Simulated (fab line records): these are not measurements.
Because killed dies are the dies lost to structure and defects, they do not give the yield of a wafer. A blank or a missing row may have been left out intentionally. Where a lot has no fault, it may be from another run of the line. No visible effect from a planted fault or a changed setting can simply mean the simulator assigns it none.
Which tool was responsible? / flow sky130 / 39 wafers from 13 lots sampled at 4 of the route's 708 steps

== WHAT EACH GAUGE READ, for each wafer ==
SKY_LDD_HVP_TW_MEAS_10. Usual: LDD_HVP_TW 460, standard deviation 7.2.
lot=L148; measured=day 22 09:34; on=filmMetro-04; LDD_HVP_TW=453 454 453; flag=
lot=L149; measured=day 22 18:20; on=filmMetro-03; LDD_HVP_TW=468 466 462; flag=
lot=L150; measured=day 23 06:18; on=filmMetro-04; LDD_HVP_TW=456 454 454; flag=
lot=L152; measured=day 23 19:38; on=filmMetro-03; LDD_HVP_TW=465 464 465; flag=
lot=L155; measured=day 25 07:26; on=filmMetro-03; LDD_HVP_TW=467 469 469; flag=
lot=L157; measured=day 25 20:51; on=filmMetro-03; LDD_HVP_TW=465 468 468; flag=
lot=L158; measured=day 25 23:20; on=filmMetro-04; LDD_HVP_TW=451 452 452; flag=
lot=L159; measured=day 26 04:56; on=filmMetro-04; LDD_HVP_TW=454 454 456; flag=
lot=L160; measured=day 27 01:35; on=filmMetro-02; LDD_HVP_TW=451 454 453; flag=
lot=L165; measured=day 28 09:00; on=filmMetro-03; LDD_HVP_TW=466 465 467; flag=
lot=L167; measured=day 29 01:30; on=filmMetro-02; LDD_HVP_TW=455 458 457; flag=
lot=L168; measured=day 29 06:10; on=filmMetro-03; LDD_HVP_TW=467 467 468; flag=
lot=L169; measured=day 29 11:49; on=filmMetro-03; LDD_HVP_TW=468 467 468; flag=

SKY_SD_N_CD_MEAS_07: target cd 380 nm. Usual: cdNm 380.1 nm, standard deviation 2.1.
lot=L148; measured=day 28 15:41; on=cdSem-01; cdNm (nm)=382.4 382.0 383.7; flag=
lot=L149; measured=day 28 22:25; on=cdSem-01; cdNm (nm)=379.4 378.7 379.6; flag=
lot=L150; measured=day 29 11:08; on=cdSem-01; cdNm (nm)=378.6 381.4 378.6; flag=
lot=L152; measured=day 30 00:38; on=cdSem-01; cdNm (nm)=381.5 382.4 381.1; flag=
lot=L155; measured=day 31 09:56; on=cdSem-01; cdNm (nm)=379.4 379.9 381.4; flag=
lot=L157; measured=day 31 20:52; on=cdSem-01; cdNm (nm)=379.5 379.4 380.5; flag=
lot=L158; measured=day 32 00:33; on=cdSem-01; cdNm (nm)=380.3 379.4 380.2; flag=
lot=L159; measured=day 32 04:07; on=cdSem-01; cdNm (nm)=378.6 379.8 378.7; flag=
lot=L160; measured=day 32 22:35; on=cdSem-02; cdNm (nm)=380.0 378.3 381.1; flag=
lot=L165; measured=day 34 04:52; on=cdSem-01; cdNm (nm)=380.7 376.4 380.7; flag=
lot=L167; measured=day 34 18:36; on=cdSem-01; cdNm (nm)=382.9 381.6 379.5; flag=
lot=L168; measured=day 35 01:06; on=cdSem-01; cdNm (nm)=379.9 381.0 381.6; flag=
lot=L169; measured=day 35 03:41; on=cdSem-01; cdNm (nm)=375.2 376.0 379.1; flag=

== WHAT TOOL EACH LOT RAN ON (gives the tool, then ch and the chambers of the sampled wafers, and finally the start) ==
lot=L148; SKY_PWDE_STRIP_09=plasmaAsher-02 ch 0,1, day 4 08:47; SKY_LDD_LDN_IMPLANT_08=implanter-01 ch 0, day 23 15:40
lot=L149; SKY_PWDE_STRIP_09=plasmaAsher-03 ch 0,1, day 4 16:16; SKY_LDD_LDN_IMPLANT_08=implanter-01 ch 0, day 24 00:34
lot=L150; SKY_PWDE_STRIP_09=plasmaAsher-03 ch 0,1, day 4 21:26; SKY_LDD_LDN_IMPLANT_08=implanter-04 ch 0, day 24 12:52
lot=L152; SKY_PWDE_STRIP_09=plasmaAsher-04 ch 0,1, day 5 05:27; SKY_LDD_LDN_IMPLANT_08=implanter-01 ch 0, day 25 01:32
lot=L155; SKY_PWDE_STRIP_09=plasmaAsher-03 ch 0,1, day 6 03:48; SKY_LDD_LDN_IMPLANT_08=implanter-01 ch 0, day 26 12:31
lot=L157; SKY_PWDE_STRIP_09=plasmaAsher-02 ch 0,1, day 6 09:49; SKY_LDD_LDN_IMPLANT_08=implanter-03 ch 0, day 27 02:11
lot=L158; SKY_PWDE_STRIP_09=plasmaAsher-03 ch 0,1, day 6 14:25; SKY_LDD_LDN_IMPLANT_08=implanter-03 ch 0, day 27 04:31
lot=L159; SKY_PWDE_STRIP_09=plasmaAsher-03 ch 0,1, day 6 18:57; SKY_LDD_LDN_IMPLANT_08=implanter-03 ch 0, day 27 09:42
lot=L160; SKY_PWDE_STRIP_09=plasmaAsher-02 ch 0,1, day 7 07:58; SKY_LDD_LDN_IMPLANT_08=implanter-03 ch 0, day 28 06:29
lot=L165; SKY_PWDE_STRIP_09=plasmaAsher-02 ch 0,1, day 8 07:37; SKY_LDD_LDN_IMPLANT_08=implanter-04 ch 0, day 29 12:33
lot=L167; SKY_PWDE_STRIP_09=plasmaAsher-02 ch 0,1, day 8 19:29; SKY_LDD_LDN_IMPLANT_08=implanter-04 ch 0, day 30 04:41
lot=L168; SKY_PWDE_STRIP_09=plasmaAsher-02 ch 0,1, day 9 00:05; SKY_LDD_LDN_IMPLANT_08=implanter-04 ch 0, day 30 09:40
lot=L169; SKY_PWDE_STRIP_09=plasmaAsher-03 ch 0,1, day 9 02:58; SKY_LDD_LDN_IMPLANT_08=implanter-03 ch 0, day 30 15:13
- SKY_PWDE_STRIP_09: strips in O2/N2.
- SKY_LDD_LDN_IMPLANT_08

== WHAT THE TOOLS THEMSELVES READ (means of the sampled wafers that have a number; where no wafer has one, the mark that the record gives instead) ==
SKY_PWDE_STRIP_09. Usual: drypumpMotorCurrentA 6.0 A, standard deviation 0.57; oesProductAu 0.722 a.u., standard deviation 0.0045; stripTimeToEndpointS 36.90 s, standard deviation 0.13.
lot=L148; tool=plasmaAsher-02; drypumpMotorCurrentA (A)=6.2; oesProductAu (a.u.)=0.721; stripTimeToEndpointS (s)=36.96; flag=
lot=L149; tool=plasmaAsher-03; drypumpMotorCurrentA (A)=6.4; oesProductAu (a.u.)=0.722; stripTimeToEndpointS (s)=36.79; flag=
lot=L150; tool=plasmaAsher-03; drypumpMotorCurrentA (A)=6.1; oesProductAu (a.u.)=0.724; stripTimeToEndpointS (s)=36.88; flag=
lot=L152; tool=plasmaAsher-04; drypumpMotorCurrentA (A)=5.1; oesProductAu (a.u.)=0.723; stripTimeToEndpointS (s)=37.14; flag=
lot=L155; tool=plasmaAsher-03; drypumpMotorCurrentA (A)=6.1; oesProductAu (a.u.)=0.727; stripTimeToEndpointS (s)=36.87; flag=
lot=L157; tool=plasmaAsher-02; drypumpMotorCurrentA (A)=6.2; oesProductAu (a.u.)=0.715; stripTimeToEndpointS (s)=37.07; flag=
lot=L158; tool=plasmaAsher-03; drypumpMotorCurrentA (A)=6.2; oesProductAu (a.u.)=0.721; stripTimeToEndpointS (s)=36.86; flag=
lot=L159; tool=plasmaAsher-03; drypumpMotorCurrentA (A)=6.4; oesProductAu (a.u.)=0.716; stripTimeToEndpointS (s)=36.84; flag=
lot=L160; tool=plasmaAsher-02; drypumpMotorCurrentA (A)=6.2; oesProductAu (a.u.)=0.721; stripTimeToEndpointS (s)=37.00; flag=
lot=L165; tool=plasmaAsher-02; drypumpMotorCurrentA (A)=6.2; oesProductAu (a.u.)=0.721; stripTimeToEndpointS (s)=36.67; flag=
lot=L167; tool=plasmaAsher-02; drypumpMotorCurrentA (A)=6.2; oesProductAu (a.u.)=0.722; stripTimeToEndpointS (s)=36.80; flag=
lot=L168; tool=plasmaAsher-02; drypumpMotorCurrentA (A)=6.3; oesProductAu (a.u.)=0.721; stripTimeToEndpointS (s)=36.70; flag=
lot=L169; tool=plasmaAsher-03; drypumpMotorCurrentA (A)=6.5; oesProductAu (a.u.)=0.724; stripTimeToEndpointS (s)=36.83; flag=

SKY_LDD_LDN_IMPLANT_08. Usual: beamEnergyKeV 15.001, standard deviation 0.0047; doseIonsCm2 1.2501e+13, standard deviation 1.2e+10; faradayCurrentUA 70.3, standard deviation 1.4.
lot=L148 tool=implanter-01 beamEnergyKeV=15.000 doseIonsCm2=1.2489e+13 faradayCurrentUA=70.8 flag=
lot=L149 tool=implanter-01 beamEnergyKeV=15.003 doseIonsCm2=1.2497e+13 faradayCurrentUA=70.3 flag=
lot=L150 tool=implanter-04 beamEnergyKeV=15.002 doseIonsCm2=1.2510e+13 faradayCurrentUA=70.0 flag=
lot=L152 tool=implanter-01 beamEnergyKeV=14.995 doseIonsCm2=1.2485e+13 faradayCurrentUA=69.8 flag=
lot=L155 tool=implanter-01 beamEnergyKeV=14.997 doseIonsCm2=1.2508e+13 faradayCurrentUA=71.1 flag=
lot=L157 tool=implanter-03 beamEnergyKeV=14.999 doseIonsCm2=1.2510e+13 faradayCurrentUA=70.1 flag=
lot=L158 tool=implanter-03 beamEnergyKeV=15.004 doseIonsCm2=1.2496e+13 faradayCurrentUA=69.5 flag=
lot=L159 tool=implanter-03 beamEnergyKeV=15.002 doseIonsCm2=1.1261e+13 faradayCurrentUA=63.2 flag=OFF
lot=L160 tool=implanter-03 beamEnergyKeV=15.009 doseIonsCm2=1.1270e+13 faradayCurrentUA=63.0 flag=OFF
lot=L165 tool=implanter-04 beamEnergyKeV=15.005 doseIonsCm2=1.2502e+13 faradayCurrentUA=70.7 flag=
lot=L167 tool=implanter-04 beamEnergyKeV=14.999 doseIonsCm2=1.2499e+13 faradayCurrentUA=70.1 flag=
lot=L168 tool=implanter-04 beamEnergyKeV=15.002 doseIonsCm2=1.2516e+13 faradayCurrentUA=70.4 flag=
lot=L169 tool=implanter-03 beamEnergyKeV=15.005 doseIonsCm2=1.2496e+13 faradayCurrentUA=70.3 flag=

== THE ANSWER, worked out from the rows above alone ==
Rule: a lot counts as off when the mean over its wafers that have a number is more than 3 standard deviations away from the usual mean. Also off: a lot with no number at a reading for which 4 or more lots have one. Any other lot the step has rows for is counted as sound. Order of review: gauges by route order, followed by the tools' own readings, for which a lot's mean as printed above is used. At the first step where some lot is off, the reading lying furthest off is the one used; lots without a number count as furthest.
Off: L159, L160, at SKY_LDD_LDN_IMPLANT_08 (doseIonsCm2).
If a tool, at that step or one of the process steps before it, ran each lot that is off and ran no sound lot following the first of them, it fits. None of those tried fits.

== WHAT THE SIMULATOR PUT IN ==
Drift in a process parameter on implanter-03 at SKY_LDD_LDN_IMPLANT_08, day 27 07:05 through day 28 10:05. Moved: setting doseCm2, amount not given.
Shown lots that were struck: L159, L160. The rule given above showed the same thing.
